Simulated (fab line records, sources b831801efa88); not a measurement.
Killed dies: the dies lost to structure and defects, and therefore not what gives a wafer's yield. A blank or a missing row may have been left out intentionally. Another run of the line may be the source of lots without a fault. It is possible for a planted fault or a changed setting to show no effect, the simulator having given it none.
A lot that was struck, set against a sound lot | flow sfq line | 41 steps out of a route of 325
Sound: wafers L728.1, L728.4, L728.5. Wafers struck: L743.1, L743.2, L743.4. The cause comes at the end.
At each step with rows: each side's tool, then ch and its chambers, then its first start. Under that, the readings that differ: sound wafers | struck wafers | difference of the means | sigmas: that difference in standard deviations of wafers without a fault.
alike: readings whose means differ by less than 2 such deviations, and words and numbers that are the same on both sides. not compared: withheld readings, readings that some wafer has no value for, bounds like >300 that may hide the same value, and numbers for which the record gives no deviation and whose values overlap.
Wherever a step has rows on one side only, a row that says differs or no value, or a row with sigmas, the two part there. Numbers that don't overlap but have no deviation are shown without sigmas and don't part them. Lack of a reading on every wafer of one side parts them only where that side has two or more wafers.

first, 3 steps without rows for these wafers: SFQ_TRILAYER_I4_VIA_LITHO_EXPOSE_104 (exposes mask I4, target cd 700 nm); SFQ_TRILAYER_I4_VIA_LITHO_PEB_106 (peb time 60 s); SFQ_TRILAYER_I4_VIA_LITHO_DEVELOP_105 (time 60 s).
SFQ_I4_OVL_MEAS_928:
  sound on overlay-01, day 58 23:12; struck on overlay-01, day 67 03:51
  alike: I4_OVL
then, 5 steps without rows for these wafers: SFQ_TRILAYER_I4_VIA_BARC_OPEN_VIA_ETCH_146 (etches BARC in O2, target depth 125 nm, time 41.7 s); SFQ_TRILAYER_I4_VIA_ETCH_VIA_ETCH_106 (etches SiO2 in CHF3, stops on Nb, target depth 260 nm); SFQ_TRILAYER_I4_VIA_STRIP_STRIP_107 (strips in O2); SFQ_TRILAYER_I4_VIA_STRIP_SOLV_CLEAN_108 (cleans in NMP, time 600 s); SFQ_TRILAYER_JJ_TRILAYER_DEP_PRE_CLEAN_113 (time 22.5 s).
SFQ_TRILAYER_JJ_TRILAYER_DEP_SPUTTER_109: material Nb, target thk 150 nm, time 100 s.
  sound on pvd sputter-06, day 59 00:11; struck on pvd sputter-06, day 67 04:50
  alike: cathode dc power W, throttle valve pct
then, 2 steps without rows for these wafers: SFQ_TRILAYER_JJ_TRILAYER_DEP_SPUTTER_110 (material Al, target thk 8 nm, time 10 s); SFQ_TRILAYER_JJ_TRILAYER_DEP_AL_OXIDATION_111 (oxidation time 600 s).
SFQ_TRILAYER_JJ_TRILAYER_DEP_SPUTTER_112: material Nb, target thk 170 nm, time 113.3 s.
  sound on pvd sputter-06, day 59 01:17; struck on pvd sputter-06, day 67 05:56
  reading                                                      | sound                | struck               | difference | sigmas
  cathode dc power W (W)                                       | 1999.7 1999.6 1999.2 | 2854.5 2854.6 2854.3 | +855.0     | +99 or more
  model.Nb_of_TRILAYER_JJ_TRILAYER_DEP_SPUTTER_112.thk nm (nm) | 171.2 172.2 172.4    | 246.6 246.8 246.2    | +74.6      |
  alike: throttle valve pct
SFQ_JJ_RS_MEAS_929: measurement is done with a four-point probe.
  sound on film metro-04, day 59 01:22; struck on film metro-03, day 67 06:18
  reading           | sound             | struck            | difference | sigmas
  JJ_NB_RS (ohm/sq) | 1.040 1.034 1.032 | 0.721 0.719 0.722 | -0.315     | -26
  not compared: hold
then, 5 steps without rows for these wafers: SFQ_TRILAYER_JJ_CE_LITHO_COAT_114 (resist thk 600 nm); SFQ_TRILAYER_JJ_CE_LITHO_SOFTBAKE_118; SFQ_TRILAYER_JJ_CE_LITHO_EXPOSE_115 (exposes mask J5, target cd 700 nm); SFQ_TRILAYER_JJ_CE_LITHO_PEB_117 (peb time 60 s); SFQ_TRILAYER_JJ_CE_LITHO_DEVELOP_116 (time 60 s).
SFQ_JJ_OVL_MEAS_931:
  sound on overlay-02, day 64 02:31; struck on overlay-01, day 67 17:14
  alike: J5_OVL
SFQ_TRILAYER_JJ_CE_METRO_MEASURE_117:
  sound on cd sem-02, day 64 02:34; struck on cd sem-01, day 67 17:16
  alike: cd nm
then, 3 steps without rows for these wafers: SFQ_TRILAYER_JJ_CE_BARC_OPEN_RIE_150 (chemistry O2, target BARC, target depth 240 nm, time 80 s); SFQ_TRILAYER_JJ_CE_ETCH_RIE_118 (chemistry SF6, target Nb, stops on Al2O3, time 97.7 s, target depth 170 nm); SFQ_TRILAYER_JJ_ANODIZE_ANODIZE_119.
SFQ_TRILAYER_JJ_CE_STRIP_STRIP_120: strips in O2.
  sound on rie metal-02 ch 1, day 64 04:28; struck on rie metal-04 ch 1, day 67 19:10
  alike: drypump motor current A, he backside leak sccm, oes product au, platen temp c
  not compared: rf hours counter h
then, 7 steps without rows for these wafers: SFQ_TRILAYER_JJ_CE_STRIP_SOLV_CLEAN_121 (cleans in NMP, time 600 s); SFQ_TRILAYER_M5_LITHO_COAT_128 (resist thk 62 nm); SFQ_TRILAYER_M5_LITHO_COAT_123 (resist thk 600 nm); SFQ_TRILAYER_M5_LITHO_SOFTBAKE_127; SFQ_TRILAYER_M5_LITHO_EXPOSE_124 (exposes mask M5, target cd 700 nm); SFQ_TRILAYER_M5_LITHO_PEB_126 (peb time 60 s); SFQ_TRILAYER_M5_LITHO_DEVELOP_125 (time 60 s).
-- the record jumps here: 4 days lie between the struck wafers' starts before and after --
SFQ_M5_OVL_MEAS_932:
  sound on overlay-01, day 64 07:29; struck on overlay-01, day 71 12:27
  alike: M5_OVL
then, 2 steps without rows for these wafers: SFQ_TRILAYER_M5_BARC_OPEN_METAL_ETCH_161 (etches BARC in O2, target depth 125 nm, time 41.7 s); SFQ_TRILAYER_M5_ETCH_METAL_ETCH_126 (etches Nb in Cl2/BCl3, stops on SiO2, time 203.2 s, target depth 265 nm).
SFQ_TRILAYER_M5_STRIP_STRIP_127: strips in O2.
  sound on rie metal-01 ch 0, day 64 08:01; struck on rie metal-01 ch 0,1, day 71 12:44
  alike: drypump motor current A, he backside leak sccm, oes product au, platen temp c
  not compared: rf hours counter h
then, 3 steps without rows for these wafers: SFQ_TRILAYER_M5_STRIP_SOLV_CLEAN_128 (cleans in NMP, time 600 s); SFQ_TRILAYER_A5B_DEP_PECVD_129 (deposits SiO2 from SiH4/N2O, time 133.33 s, target thk 600 nm); SFQ_TRILAYER_A5B_CMP_CMP_130 (polishes, stops on Nb, target thk 340.7 nm).
SFQ_TRILAYER_A5B_METRO_MEASURE_131:
  sound on film metro-04, day 64 13:49; struck on film metro-03, day 71 16:36
  alike: thk nm
-- the record jumps here: 5 days lie between the struck wafers' starts before and after --
SFQ_TRILAYER_R5_ETCH_METAL_ETCH_139: etches the open film in Cl2, stops on SiO2, target depth 60 nm, time 40 s.
  sound on rie metal-01 ch 0, day 67 23:08; struck on rie metal-04 ch 0,1, day 76 14:46
  reading                                                      | sound           | struck            | difference | sigmas
  model.Nb_of_TRILAYER_JJ_TRILAYER_DEP_SPUTTER_112.thk nm (nm) | 161 162.1 162.3 | 236.5 236.8 236.1 | +74.7      |
  alike: bias w, drypump motor current A, he backside leak sccm, oes product au
  not compared: rf hours counter h

== WHERE THEY PART ==
Earliest at SFQ_TRILAYER_JJ_TRILAYER_DEP_SPUTTER_112; latest, in this record, at SFQ_JJ_RS_MEAS_929. Later steps at which nothing parts them and some readings are alike: SFQ_JJ_OVL_MEAS_931, SFQ_TRILAYER_JJ_CE_METRO_MEASURE_117, SFQ_TRILAYER_JJ_CE_STRIP_STRIP_120, SFQ_M5_OVL_MEAS_932, SFQ_TRILAYER_M5_STRIP_STRIP_127, SFQ_TRILAYER_A5B_METRO_MEASURE_131, SFQ_TRILAYER_R5_ETCH_METAL_ETCH_139.

WHY: whatever the simulator had introduced
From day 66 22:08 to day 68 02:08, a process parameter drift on pvd sputter-06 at SFQ_TRILAYER_JJ_TRILAYER_DEP_SPUTTER_112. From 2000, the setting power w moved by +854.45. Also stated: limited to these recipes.
